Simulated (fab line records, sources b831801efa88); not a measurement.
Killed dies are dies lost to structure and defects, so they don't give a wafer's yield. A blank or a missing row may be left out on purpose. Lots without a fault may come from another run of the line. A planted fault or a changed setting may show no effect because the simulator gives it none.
A struck lot beside a sound one | flow sky130 | 18 steps out of a route of 708
Sound: wafers L526.1, L526.3, L526.4. Struck: wafers L536.2, L536.4, L536.6. The cause comes at the end.
At each step with rows: each side's tool, then ch and its chambers, then its first start. Under that, the readings that differ: sound wafers | struck wafers | difference of the means | sigmas: that difference in standard deviations of wafers without a fault.
alike: readings whose means differ by less than 2 such deviations, and words and numbers that are the same on both sides. not compared: withheld readings, readings that some wafer has no value for, bounds like >300 that may hide the same value, and numbers for which the record gives no deviation and whose values overlap.
The two part at a step that has a row with sigmas, a row that says differs or no value, or rows on one side only. Numbers that don't overlap but have no deviation are shown without sigmas and don't part them. A reading that every wafer of one side lacks parts them only if that side has two wafers or more.

first, 3 steps without rows for these wafers: SKY_LI_CONTACT_EXPOSE_09 (exposes mask LICM1, target cd 170 nm); SKY_LI_CONTACT_PEB_10; SKY_LI_CONTACT_DEVELOP_11 (develop time 60 s).
SKY_LI_CONTACT_CD_MEAS_12: target cd 170 nm.
  sound on cd_sem-01, day 31 06:07; struck on cd_sem-02, day 33 13:21
  alike: cd_nm
SKY_LI_CONTACT_OVL_MEAS_13:
  sound on overlay-02, day 31 06:14; struck on overlay-02, day 33 13:27
  alike: LI_CONTACT_OVL
SKY_LI_CONTACT_ETCH_14: etches BARC in N2/H2, stops on SiO2, time 45.9 s, target depth 60 nm.
  sound on rie_diel-02 ch 0,2,3, day 31 06:16; struck on rie_diel-01 ch 0,1,2, day 33 13:29
  alike: drypump_motor_current_A, n2_flow_sccm, oes_product_au, throttle_valve_pct
  not compared: rf_hours_counter_h
SKY_LI_CONTACT_ETCH_15: etches PSG in C4F8/O2/Ar, stops on Si, target depth 600 nm.
  sound on rie_diel-02 ch 0,2,3, day 31 06:19; struck on rie_diel-01 ch 0,1,2, day 33 13:31
  alike: oes_product_au
SKY_LI_CONTACT_STRIP_16: strips in O2/N2.
  sound on plasma_asher-01 ch 0,1, day 31 06:24; struck on plasma_asher-04 ch 0,1, day 33 13:37
  reading                     | sound       | struck      | difference | sigmas
  drypump_motor_current_A (A) | 4.8 4.8 5.3 | 6.1 6.0 6.0 | +1.1       | +2
  alike: n2_flow_sccm, oes_product_au, strip_time_to_endpoint_s
  not compared: rf_hours_counter_h
then, 3 steps without rows for these wafers: SKY_LI_CONTACT_CLEAN_17 (cleans in NMP, time 600 s); SKY_LI_CONTACT_PRE_CLEAN_18 (time 5.6 s); SKY_LI_CONTACT_SPUTTER_19 (material Ti, target thk 20 nm, time 106.37 s).
SKY_LI_CONTACT_SPUTTER_20: material TiN, target thk 20 nm, time 80 s.
  sound on pvd_sputter-03, day 31 06:46; struck on pvd_sputter-04, day 33 14:01
  alike: throttle_valve_pct
SKY_LI_CONTACT_CVD_21: deposits W, target thk 400 nm, time 120.56 s.
  sound on cvd_w-01 ch 0,1, day 31 06:50; struck on cvd_w-02 ch 0,1, day 33 14:04
  reading                                  | sound                | struck               | difference | sigmas
  heater_power_w (W)                       | 736 730 816          | 975 1060 955         | +236       | +2
  susceptor_temp_C (C)                     | 400.19 400.01 400.10 | 406.89 407.41 406.95 | +6.98      | +32
  model.W_of_LI_CONTACT_CVD_21.thk_nm (nm) | 396.8 402.3 402.4    | 454.9 456.7 453.9    | +54.7      |
  not compared: since_wet_clean_h
SKY_LI_CONTACT_RS_MEAS_22: measures by four-point-probe.
  sound on film_metro-02, day 31 06:57; struck on film_metro-03, day 33 14:13
  reading                  | sound                | struck               | difference | sigmas
  LI_CONTACT_W_RS (ohm/sq) | 0.2870 0.2834 0.2832 | 0.2507 0.2497 0.2506 | -0.0342    | -13
SKY_LI_CONTACT_THK_MEAS_23: measures by xrf.
  sound on film_metro-02, day 31 07:04; struck on film_metro-03, day 33 14:20
  reading               | sound       | struck      | difference | sigmas
  LI_CONTACT_W_THK (nm) | 411 416 419 | 472 483 475 | +61        | +8
SKY_LI_CONTACT_CMP_24: polishes, stops on PSG, t overpolish 20 s, target thk 0 nm.
  sound on cmp-02 ch 0,1,2, day 31 07:11; struck on cmp-02 ch 0,1,2, day 33 14:23
  reading                | sound           | struck            | difference | sigmas
  time_to_endpoint_s (s) | 99.3 99.2 100.3 | 112.6 115.7 112.0 | +13.8      | +5
  alike: motor_current_A
SKY_LOCAL_INTERCONNECT_SPUTTER_00: material TiN, target thk 100 nm, time 83.3 s.
  sound on pvd_sputter-04, day 31 07:26; struck on pvd_sputter-04, day 33 14:41
  alike: throttle_valve_pct
SKY_PAD_OPEN_PROBE_99:
  the record has rows for the sound wafers here (prober-02, day 47 05:01) and none for the struck ones

WHERE THEY PART
First at SKY_LI_CONTACT_STRIP_16; last, within this record, at SKY_PAD_OPEN_PROBE_99.

WHY: what the simulator had put in
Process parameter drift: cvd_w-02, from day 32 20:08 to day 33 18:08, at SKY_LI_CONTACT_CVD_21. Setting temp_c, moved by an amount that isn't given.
